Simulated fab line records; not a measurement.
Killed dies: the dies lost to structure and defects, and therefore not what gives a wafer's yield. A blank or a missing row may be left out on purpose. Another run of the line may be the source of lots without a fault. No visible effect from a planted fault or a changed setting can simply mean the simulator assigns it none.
fab line records	flow sky130	part 1 of 2: steps 1 to 32 of 45
record: lots: 5	wafers: 15	last_day: 51
route steps=708 shown VT_ADJUST_LVTN@107 VT_ADJUST_NCORE@119 VT_ADJUST_HVTR@131 VT_ADJUST_PCH@143
lots untouched by any fault: they come from a run of this same line in which no faults occurred
start_h: hours from the record's opening day to when the first of the lot's shown wafers began	wait_h: how many hours have passed since the lot's step before this one	" unchanged from the row above	L1.1+2: a single row standing in for several wafers	- value missing, or start not given	* or withheld: withheld	< > ~ a bound
route shown NAME@n: a module of which the file shows steps, and the number in the route of the first	usual: the fault-free wafers' mean and standard deviation	same: alike in all rows	chamber/n: place in a boat	sites: each site's reading	_std_site: standard deviation of those values	_edge_site: inner sites' mean taken away from outer sites' mean	radius_mm: how far each site lies from the wafer's centre	mask NAME#n: copy n	behind: the last tool/chamber to shape the wafer	hold: cause of the lot's hold/its duration in hours/its outcome	device: which transistor (n, p or np) failed to switch	end of line: tests run on the same wafers once the route is complete	a step without rows: its recipe alone	killed: dies that structure and defects cost at the first sort, which is not the same as the wafer's yield	map: the dies of a wafer, with x for killed, . for not killed, _ for no die there
set.NAME: the setting the step ran with; set.NAME@STEP: the setting that earlier step ran with	model.NAME: the simulator's own value behind a step, which no gauge read
lots seen at some steps along the route; tables by step, rows by wafer
services: from which hour (start_h, from the record's first day; less than 0 if before it) a tool's chamber was out of use, for how many hours, and why
== steps ==
step: SKY_VT_ADJUST_LVTN_TW_MEAS_10
usual: VT_ADJUST_LVTN_TW: 243/3.3
lot.wafer	tool	chamber	start_h	wait_h	VT_ADJUST_LVTN_TW
L074.2	film_metro-03	-	148.90	0.1	239
L074.4	"	-	"	"	240
L074.5	"	-	"	"	239
L075.2	film_metro-03	-	154.51	0.1	238
L075.3	"	-	"	"	238
L075.6	"	-	"	"	240
L080.1	film_metro-03	-	183.78	0.1	239
L080.5	"	-	"	"	240
L080.6	"	-	"	"	240
L091.1	film_metro-03	-	261.70	0.1	240
L091.5	"	-	"	"	237
L091.6	"	-	"	"	239
L092.2	film_metro-03	-	265.06	0.1	238
L092.4	"	-	"	"	239
L092.5	"	-	"	"	241
step: SKY_VT_ADJUST_LVTN_DEHYDRATE_11
recipe: temp_c: 200	time_s: 60
lot.wafer	tool	chamber	start_h	wait_h
L074.2+4+5	litho_track-03	0	158.34	9.4
L075.2+3+6	litho_track-02	0	163.43	8.9
L080.1+5+6	litho_track-01	0	194.90	11.1
L091.1+5+6	litho_track-03	0	274.11	12.4
L092.2+4+5	litho_track-01	0	277.37	12.3
step: SKY_VT_ADJUST_LVTN_HMDS_12
recipe: prime_time_s: 60	prime_temp_c: 120
lot.wafer	tool	chamber	start_h	wait_h
L074.2+4+5	litho_track-03	0	158.49	0.1
L075.2+3+6	litho_track-02	0	163.58	0.1
L080.1+5+6	litho_track-01	0	195.05	0.1
L091.1+5+6	litho_track-03	0	274.26	0.1
L092.2+4+5	litho_track-01	0	277.52	0.1
step: SKY_VT_ADJUST_LVTN_COAT_13
recipe: resist: NOVOLAK	spin_rpm: 3000	resist_thk_nm: 1140
lot.wafer	tool	chamber	start_h	wait_h
L074.2+4+5	litho_track-03	0	158.64	0.1
L075.2+3+6	litho_track-02	0	163.73	0.1
L080.1+5+6	litho_track-01	0	195.20	0.1
L091.1+5+6	litho_track-03	0	274.41	0.1
L092.2+4+5	litho_track-01	0	277.67	0.1
step: SKY_VT_ADJUST_LVTN_SOFTBAKE_14
recipe: temp_c: 90	time_s: 60	resist: NOVOLAK
lot.wafer	tool	chamber	start_h	wait_h
L074.2+4+5	litho_track-03	0	158.79	0.1
L075.2+3+6	litho_track-02	0	163.88	0.1
L080.1+5+6	litho_track-01	0	195.35	0.1
L091.1+5+6	litho_track-03	0	274.56	0.1
L092.2+4+5	litho_track-01	0	277.82	0.1
step: SKY_VT_ADJUST_LVTN_EXPOSE_15
recipe: mask_id: HVN_STD_DERIVED	na: 0.6	source_shape: conventional	sigma_outer: 0.6	polarization: unpolarized	target_cd_nm: 600	dose_mj: 163
usual: exposure_dose_mJ_cm2: 163.00/0.16	focus_offset_nm: 0.1/0.49
lot.wafer	tool	chamber	start_h	wait_h	mask	exposure_dose_mJ_cm2	focus_offset_nm
L074.2	iline_stepper-01	0	-	-	HVN_STD_DERIVED#0	163.00	-0.4
L074.4	"	0	"	"	HVN_STD_DERIVED#0	163.05	-0.4
L074.5	"	0	"	"	HVN_STD_DERIVED#0	162.92	0.0
L075.2	iline_stepper-01	0	-	-	HVN_STD_DERIVED#0	163.10	0.0
L075.3	"	0	"	"	HVN_STD_DERIVED#0	163.09	0.3
L075.6	"	0	"	"	HVN_STD_DERIVED#0	163.15	0.5
L080.1	iline_stepper-02	0	-	-	HVN_STD_DERIVED#0	163.15	-0.2
L080.5	"	0	"	"	HVN_STD_DERIVED#0	162.98	-0.4
L080.6	"	0	"	"	HVN_STD_DERIVED#0	162.98	0.5
L091.1	iline_stepper-02	0	-	-	HVN_STD_DERIVED#0	163.05	-0.2
L091.5	"	0	"	"	HVN_STD_DERIVED#0	162.76	0.3
L091.6	"	0	"	"	HVN_STD_DERIVED#0	163.02	-0.5
L092.2	iline_stepper-02	0	-	-	HVN_STD_DERIVED#0	162.93	0.0
L092.4	"	0	"	"	HVN_STD_DERIVED#0	163.20	-0.5
L092.5	"	0	"	"	HVN_STD_DERIVED#0	162.88	0.1
step: SKY_VT_ADJUST_LVTN_PEB_16
recipe: temp_c: withheld	time_s: *	resist: NOVOLAK
lot.wafer	tool	chamber	start_h	wait_h
L074.2+4+5	litho_track-03	0	-	-
L075.2+3+6	litho_track-02	0	-	-
L080.1+5+6	litho_track-01	0	-	-
L091.1+5+6	litho_track-01	0	-	-
L092.2+4+5	litho_track-01	0	-	-
step: SKY_VT_ADJUST_LVTN_DEVELOP_17
recipe: resist: NOVOLAK	developer: TMAH	develop_time_s: 60	dev_temp_c: 23
lot.wafer	tool	chamber	start_h	wait_h
L074.2+4+5	litho_track-03	0	167.99	0.1
L075.2+3+6	litho_track-02	0	173.43	0.1
L080.1+5+6	litho_track-01	0	206.40	0.1
L091.1+5+6	litho_track-01	0	286.55	0.1
L092.2+4+5	litho_track-01	0	290.47	0.1
step: SKY_VT_ADJUST_LVTN_OVL_MEAS_18
usual: VT_ADJUST_LVTN_01_OVL: 0.1/1.3
lot.wafer	tool	chamber	start_h	wait_h	VT_ADJUST_LVTN_01_OVL[nm]
L074.2	overlay-01	-	168.12	0.1	0.2
L074.4	"	-	"	"	1.6
L074.5	"	-	"	"	-1.0
L075.2	overlay-01	-	173.56	0.1	-1.7
L075.3	"	-	"	"	-1.4
L075.6	"	-	"	"	-2.2
L080.1	overlay-01	-	206.55	0.1	0.4
L080.5	"	-	"	"	0.8
L080.6	"	-	"	"	0.3
L091.1	overlay-01	-	286.70	0.1	-1.8
L091.5	"	-	"	"	-1.6
L091.6	"	-	"	"	-1.4
L092.2	overlay-01	-	290.60	0.1	-1.0
L092.4	"	-	"	"	-1.9
L092.5	"	-	"	"	-1.0
step: SKY_VT_ADJUST_LVTN_IMPLANT_19
recipe: species: B	energy_kev: 30	dose_cm2: 6.5e+11	tilt_deg: withheld
lot.wafer	tool	chamber	start_h	wait_h
L074.2+4+5	implanter-02	0	168.31	0.2
L075.2+3+6	implanter-04	0	173.61	0.0
L080.1+5+6	implanter-03	0	206.58	0.0
L091.1+5+6	implanter-03	0	286.73	0.0
L092.2+4+5	implanter-04	0	290.66	0.0
step: SKY_VT_ADJUST_LVTN_STRIP_20
recipe: chemistry: O2/N2	power_w: 1400	pressure_mtorr: 1500	platen_temp_c: withheld	o2_flow_sccm: 3000	n2_flow_sccm: 300	overash_fraction: 0.5
usual: drypump_motor_current_A: 5.8/0.59	oes_product_au: 0.715/0.0046	strip_time_to_endpoint_s: 14.19/0.047
lot.wafer	tool	chamber	start_h	wait_h	drypump_motor_current_A	oes_product_au	rf_hours_counter_h	strip_time_to_endpoint_s
L074.2	plasma_asher-02	0	168.44	0.1	6.2	0.725	49	14.21
L074.4	"	0	"	"	6.2	0.709	-	14.18
L074.5	"	1	"	"	4.7	0.711	-	14.14
L075.2	plasma_asher-02	0	173.74	0.1	6.2	0.713	50	14.24
L075.3	"	0	"	"	6.2	0.712	-	14.21
L075.6	"	1	"	"	4.7	0.713	-	14.18
L080.1	plasma_asher-04	1	206.73	0.1	6.5	0.720	33	14.16
L080.5	"	0	"	"	5.9	0.717	-	14.17
L080.6	"	1	"	"	6.5	0.715	-	14.22
L091.1	plasma_asher-04	1	286.88	0.1	6.5	0.720	41	14.08
L091.5	"	0	"	"	5.9	0.719	-	14.14
L091.6	"	1	"	"	6.5	0.716	-	14.05
L092.2	plasma_asher-03	1	290.78	0.1	6.2	0.715	15	14.18
L092.4	"	0	"	"	5.6	0.712	-	14.22
L092.5	"	0	"	"	5.6	0.713	-	14.20
step: SKY_VT_ADJUST_LVTN_TW_MEAS_21
usual: VT_ADJUST_LVTN_2_TW: 188.7/2.5
lot.wafer	tool	chamber	start_h	wait_h	VT_ADJUST_LVTN_2_TW
L074.2	film_metro-03	-	168.55	0.1	186.3
L074.4	"	-	"	"	185.9
L074.5	"	-	"	"	186.8
L075.2	film_metro-03	-	173.85	0.1	186.7
L075.3	"	-	"	"	187.6
L075.6	"	-	"	"	187.1
L080.1	film_metro-02	-	206.83	0.1	189.0
L080.5	"	-	"	"	188.3
L080.6	"	-	"	"	189.5
L091.1	film_metro-03	-	286.98	0.1	186.9
L091.5	"	-	"	"	187.4
L091.6	"	-	"	"	186.8
L092.2	film_metro-03	-	290.89	0.1	186.5
L092.4	"	-	"	"	186.5
L092.5	"	-	"	"	185.8
step: SKY_VT_ADJUST_NCORE_DEHYDRATE_00
recipe: temp_c: 200	time_s: 60
lot.wafer	tool	chamber	start_h	wait_h
L074.2+4+5	litho_track-01	0	177.97	9.4
L075.2+3+6	litho_track-01	0	183.52	9.7
L080.1+5+6	litho_track-04	0	218.08	11.2
L091.1+5+6	litho_track-01	0	300.35	13.4
L092.2+4+5	litho_track-04	0	303.56	12.7
step: SKY_VT_ADJUST_NCORE_HMDS_01
recipe: prime_time_s: 60	prime_temp_c: 120
lot.wafer	tool	chamber	start_h	wait_h
L074.2+4+5	litho_track-01	0	178.12	0.1
L075.2+3+6	litho_track-01	0	183.67	0.1
L080.1+5+6	litho_track-04	0	218.23	0.1
L091.1+5+6	litho_track-01	0	300.50	0.1
L092.2+4+5	litho_track-04	0	303.71	0.1
step: SKY_VT_ADJUST_NCORE_COAT_02
recipe: resist: NOVOLAK	spin_rpm: 3000	resist_thk_nm: 1140
lot.wafer	tool	chamber	start_h	wait_h
L074.2+4+5	litho_track-01	0	178.27	0.1
L075.2+3+6	litho_track-01	0	183.82	0.1
L080.1+5+6	litho_track-04	0	218.38	0.1
L091.1+5+6	litho_track-01	0	300.65	0.1
L092.2+4+5	litho_track-04	0	303.86	0.1
step: SKY_VT_ADJUST_NCORE_SOFTBAKE_03
recipe: temp_c: 90	time_s: 60	resist: NOVOLAK
lot.wafer	tool	chamber	start_h	wait_h
L074.2+4+5	litho_track-01	0	178.42	0.1
L075.2+3+6	litho_track-01	0	183.97	0.1
L080.1+5+6	litho_track-04	0	218.53	0.1
L091.1+5+6	litho_track-01	0	300.80	0.1
L092.2+4+5	litho_track-04	0	304.01	0.1
step: SKY_VT_ADJUST_NCORE_EXPOSE_04
recipe: mask_id: LVTN_COMPLEMENT_THIN	na: 0.6	source_shape: conventional	sigma_outer: 0.6	polarization: unpolarized	target_cd_nm: 380	dose_mj: 139
usual: exposure_dose_mJ_cm2: 138.96/0.14	focus_offset_nm: -0.1/0.47
lot.wafer	tool	chamber	start_h	wait_h	mask	exposure_dose_mJ_cm2	focus_offset_nm
L074.2	iline_stepper-02	0	-	-	LVTN_COMPLEMENT_THIN#0	138.95	0.0
L074.4	"	0	"	"	LVTN_COMPLEMENT_THIN#0	138.92	0.0
L074.5	"	0	"	"	LVTN_COMPLEMENT_THIN#0	138.94	0.9
L075.2	iline_stepper-01	0	-	-	LVTN_COMPLEMENT_THIN#0	139.03	-0.1
L075.3	"	0	"	"	LVTN_COMPLEMENT_THIN#0	138.93	0.0
L075.6	"	0	"	"	LVTN_COMPLEMENT_THIN#0	138.84	-0.1
L080.1	iline_stepper-02	0	-	-	LVTN_COMPLEMENT_THIN#0	138.86	-0.4
L080.5	"	0	"	"	LVTN_COMPLEMENT_THIN#0	139.02	-0.4
L080.6	"	0	"	"	LVTN_COMPLEMENT_THIN#0	138.79	-0.4
L091.1	iline_stepper-02	0	-	-	LVTN_COMPLEMENT_THIN#0	139.28	-0.5
L091.5	"	0	"	"	LVTN_COMPLEMENT_THIN#0	139.06	-0.7
L091.6	"	0	"	"	LVTN_COMPLEMENT_THIN#0	138.82	-0.2
L092.2	iline_stepper-01	0	-	-	LVTN_COMPLEMENT_THIN#0	138.67	0.2
L092.4	"	0	"	"	LVTN_COMPLEMENT_THIN#0	138.90	-0.1
L092.5	"	0	"	"	LVTN_COMPLEMENT_THIN#0	138.82	-0.5
step: SKY_VT_ADJUST_NCORE_PEB_05
recipe: temp_c: withheld	time_s: *	resist: NOVOLAK
lot.wafer	tool	chamber	start_h	wait_h
L074.2+4+5	litho_track-04	0	-	-
L075.2+3+6	litho_track-02	0	-	-
L080.1+5+6	litho_track-02	0	-	-
L091.1+5+6	litho_track-04	0	-	-
L092.2+4+5	litho_track-02	0	-	-
step: SKY_VT_ADJUST_NCORE_DEVELOP_06
recipe: resist: NOVOLAK	developer: TMAH	develop_time_s: 60	dev_temp_c: 23
lot.wafer	tool	chamber	start_h	wait_h
L074.2+4+5	litho_track-04	0	189.71	0.1
L075.2+3+6	litho_track-02	0	196.13	0.1
L080.1+5+6	litho_track-02	0	230.00	0.1
L091.1+5+6	litho_track-04	0	314.28	0.1
L092.2+4+5	litho_track-02	0	317.38	0.1
step: SKY_VT_ADJUST_NCORE_CD_MEAS_07
recipe: target_cd_nm: 380
usual: cd_nm: 379.4/2.4
lot.wafer	tool	chamber	start_h	wait_h	cd_nm
L074.2	cd_sem-01	-	189.85	0.1	377.4
L074.4	"	-	"	"	377.9
L074.5	"	-	"	"	378.9
L075.2	cd_sem-02	-	196.27	0.1	375.4
L075.3	"	-	"	"	375.6
L075.6	"	-	"	"	377.8
L080.1	cd_sem-01	-	230.15	0.1	375.8
L080.5	"	-	"	"	376.4
L080.6	"	-	"	"	374.8
L091.1	cd_sem-02	-	314.43	0.1	379.9
L091.5	"	-	"	"	382.4
L091.6	"	-	"	"	382.9
L092.2	cd_sem-01	-	317.52	0.1	380.7
L092.4	"	-	"	"	381.3
L092.5	"	-	"	"	378.7
step: SKY_VT_ADJUST_NCORE_OVL_MEAS_08
usual: VT_ADJUST_NCORE_OVL: 0.7/1.5
lot.wafer	tool	chamber	start_h	wait_h	VT_ADJUST_NCORE_OVL[nm]
L074.2	overlay-01	-	189.96	0.1	0.9
L074.4	"	-	"	"	0.9
L074.5	"	-	"	"	2.1
L075.2	overlay-02	-	196.38	0.1	1.5
L075.3	"	-	"	"	0.5
L075.6	"	-	"	"	1.5
L080.1	overlay-02	-	230.27	0.1	0.6
L080.5	"	-	"	"	-0.1
L080.6	"	-	"	"	0.0
L091.1	overlay-02	-	314.55	0.1	0.3
L091.5	"	-	"	"	0.4
L091.6	"	-	"	"	-1.8
L092.2	overlay-01	-	317.63	0.1	0.3
L092.4	"	-	"	"	-0.6
L092.5	"	-	"	"	0.3
step: SKY_VT_ADJUST_NCORE_IMPLANT_09
recipe: species: B	energy_kev: 10	dose_cm2: 2.4e+12	tilt_deg: withheld
lot.wafer	tool	chamber	start_h	wait_h
L074.2+4+5	implanter-01	0	190.01	0.0
L075.2+3+6	implanter-01	0	196.43	0.0
L080.1+5+6	implanter-02	0	230.31	0.0
L091.1+5+6	implanter-03	0	314.59	0.0
L092.2+4+5	implanter-01	0	317.68	0.0
step: SKY_VT_ADJUST_NCORE_STRIP_10
recipe: chemistry: O2/N2	power_w: 1400	pressure_mtorr: 1500	platen_temp_c: withheld	o2_flow_sccm: 3000	n2_flow_sccm: 300	overash_fraction: 0.5
usual: drypump_motor_current_A: 5.6/0.61	oes_product_au: 0.716/0.0046	strip_time_to_endpoint_s: 14.18/0.049
lot.wafer	tool	chamber	start_h	wait_h	drypump_motor_current_A	oes_product_au	rf_hours_counter_h	strip_time_to_endpoint_s
L074.2	plasma_asher-02	1	190.14	0.1	4.7	0.721	52	14.18
L074.4	"	1	"	"	4.7	0.719	-	14.18
L074.5	"	0	"	"	6.2	0.721	-	14.18
L075.2	plasma_asher-02	1	196.56	0.1	4.8	0.708	52	14.25
L075.3	"	0	"	"	6.2	0.711	-	14.24
L075.6	"	0	"	"	6.2	0.713	-	14.26
L080.1	plasma_asher-02	0	230.46	0.1	6.2	0.711	56	14.20
L080.5	"	1	"	"	4.7	0.711	-	14.18
L080.6	"	0	"	"	6.2	0.712	-	14.14
L091.1	plasma_asher-02	0	314.74	0.1	6.2	0.716	65	14.21
L091.5	"	0	"	"	6.2	0.720	-	14.19
L091.6	"	1	"	"	4.7	0.719	-	14.20
L092.2	plasma_asher-02	1	317.81	0.1	4.8	0.710	65	14.19
L092.4	"	1	"	"	4.8	0.714	-	14.21
L092.5	"	1	"	"	4.7	0.719	-	14.19
step: SKY_VT_ADJUST_NCORE_TW_MEAS_11
usual: VT_ADJUST_NCORE_TW: 221.1/1.7
lot.wafer	tool	chamber	start_h	wait_h	VT_ADJUST_NCORE_TW
L074.2	film_metro-02	-	190.25	0.1	218.8
L074.4	"	-	"	"	219.9
L074.5	"	-	"	"	219.7
L075.2	film_metro-01	-	196.67	0.1	220.0
L075.3	"	-	"	"	219.5
L075.6	"	-	"	"	219.6
L080.1	film_metro-01	-	230.56	0.1	221.1
L080.5	"	-	"	"	220.6
L080.6	"	-	"	"	220.3
L091.1	film_metro-02	-	314.84	0.1	219.9
L091.5	"	-	"	"	219.8
L091.6	"	-	"	"	220.1
L092.2	film_metro-04	-	317.92	0.1	222.8
L092.4	"	-	"	"	222.5
L092.5	"	-	"	"	222.9
step: SKY_VT_ADJUST_HVTR_DEHYDRATE_00
recipe: temp_c: 200	time_s: 60
lot.wafer	tool	chamber	start_h	wait_h
L074.2+4+5	litho_track-02	0	201.53	11.3
L075.2+3+6	litho_track-02	0	207.33	10.6
L080.1+5+6	litho_track-03	0	241.86	11.3
L091.1+5+6	litho_track-04	0	328.63	13.8
L092.2+4+5	litho_track-04	0	331.71	13.8
step: SKY_VT_ADJUST_HVTR_HMDS_01
recipe: prime_time_s: 60	prime_temp_c: 120
lot.wafer	tool	chamber	start_h	wait_h
L074.2+4+5	litho_track-02	0	201.68	0.1
L075.2+3+6	litho_track-02	0	207.48	0.1
L080.1+5+6	litho_track-03	0	242.01	0.1
L091.1+5+6	litho_track-04	0	328.78	0.1
L092.2+4+5	litho_track-04	0	331.86	0.1
step: SKY_VT_ADJUST_HVTR_COAT_02
recipe: resist: NOVOLAK	spin_rpm: 3000	resist_thk_nm: 1140
lot.wafer	tool	chamber	start_h	wait_h
L074.2+4+5	litho_track-02	0	201.83	0.1
L075.2+3+6	litho_track-02	0	207.63	0.1
L080.1+5+6	litho_track-03	0	242.16	0.1
L091.1+5+6	litho_track-04	0	328.93	0.1
L092.2+4+5	litho_track-04	0	332.01	0.1
step: SKY_VT_ADJUST_HVTR_SOFTBAKE_03
recipe: temp_c: 90	time_s: 60	resist: NOVOLAK
lot.wafer	tool	chamber	start_h	wait_h
L074.2+4+5	litho_track-02	0	201.98	0.1
L075.2+3+6	litho_track-02	0	207.78	0.1
L080.1+5+6	litho_track-03	0	242.31	0.1
L091.1+5+6	litho_track-04	0	329.08	0.1
L092.2+4+5	litho_track-04	0	332.16	0.1
step: SKY_VT_ADJUST_HVTR_EXPOSE_04
recipe: mask_id: HVTRM	target_cd_nm: 380	na: 0.6	source_shape: conventional	sigma_outer: 0.6	dose_mj: 150
usual: exposure_dose_mJ_cm2: 149.94/0.17	focus_offset_nm: -0.2/0.5
lot.wafer	tool	chamber	start_h	wait_h	mask	exposure_dose_mJ_cm2	focus_offset_nm
L074.2	iline_stepper-01	0	-	-	HVTRM#0	150.03	-0.9
L074.4	"	0	"	"	HVTRM#0	149.99	-0.6
L074.5	"	0	"	"	HVTRM#0	149.63	-0.2
L075.2	iline_stepper-02	0	-	-	HVTRM#0	150.14	-0.4
L075.3	"	0	"	"	HVTRM#0	150.06	-0.2
L075.6	"	0	"	"	HVTRM#0	150.14	-0.3
L080.1	iline_stepper-01	0	-	-	HVTRM#0	149.77	-0.5
L080.5	"	0	"	"	HVTRM#0	150.01	-0.2
L080.6	"	0	"	"	HVTRM#0	149.96	-1.2
L091.1	iline_stepper-02	0	-	-	HVTRM#0	149.76	-0.4
L091.5	"	0	"	"	HVTRM#0	149.98	-1.6
L091.6	"	0	"	"	HVTRM#0	149.81	-0.5
L092.2	iline_stepper-01	0	-	-	HVTRM#0	149.79	0.1
L092.4	"	0	"	"	HVTRM#0	149.89	0.7
L092.5	"	0	"	"	HVTRM#0	150.12	0.5
step: SKY_VT_ADJUST_HVTR_PEB_05
recipe: temp_c: withheld	time_s: *	resist: NOVOLAK
lot.wafer	tool	chamber	start_h	wait_h
L074.2+4+5	litho_track-03	0	-	-
L075.2+3+6	litho_track-03	0	-	-
L080.1+5+6	litho_track-04	0	-	-
L091.1+5+6	litho_track-03	0	-	-
L092.2+4+5	litho_track-02	0	-	-
step: SKY_VT_ADJUST_HVTR_DEVELOP_06
recipe: develop_time_s: 60	dev_temp_c: 23
lot.wafer	tool	chamber	start_h	wait_h
L074.2+4+5	litho_track-03	0	212.84	0.1
L075.2+3+6	litho_track-03	0	219.49	0.1
L080.1+5+6	litho_track-04	0	253.73	0.1
L091.1+5+6	litho_track-03	0	342.96	0.1
L092.2+4+5	litho_track-02	0	346.28	0.1
step: SKY_VT_ADJUST_HVTR_CD_MEAS_07
recipe: target_cd_nm: 380
usual: cd_nm: 380.1/2.4
lot.wafer	tool	chamber	start_h	wait_h	cd_nm
L074.2	cd_sem-02	-	212.98	0.1	377.9
L074.4	"	-	"	"	380.1
L074.5	"	-	"	"	375.9
L075.2	cd_sem-02	-	219.63	0.1	379.7
L075.3	"	-	"	"	382.9
L075.6	"	-	"	"	378.1
L080.1	cd_sem-01	-	253.88	0.1	377.4
L080.5	"	-	"	"	377.8
L080.6	"	-	"	"	378.9
L091.1	cd_sem-02	-	343.11	0.1	379.7
L091.5	"	-	"	"	379.7
L091.6	"	-	"	"	380.6
L092.2	cd_sem-01	-	346.42	0.1	381.9
L092.4	"	-	"	"	382.1
L092.5	"	-	"	"	382.9
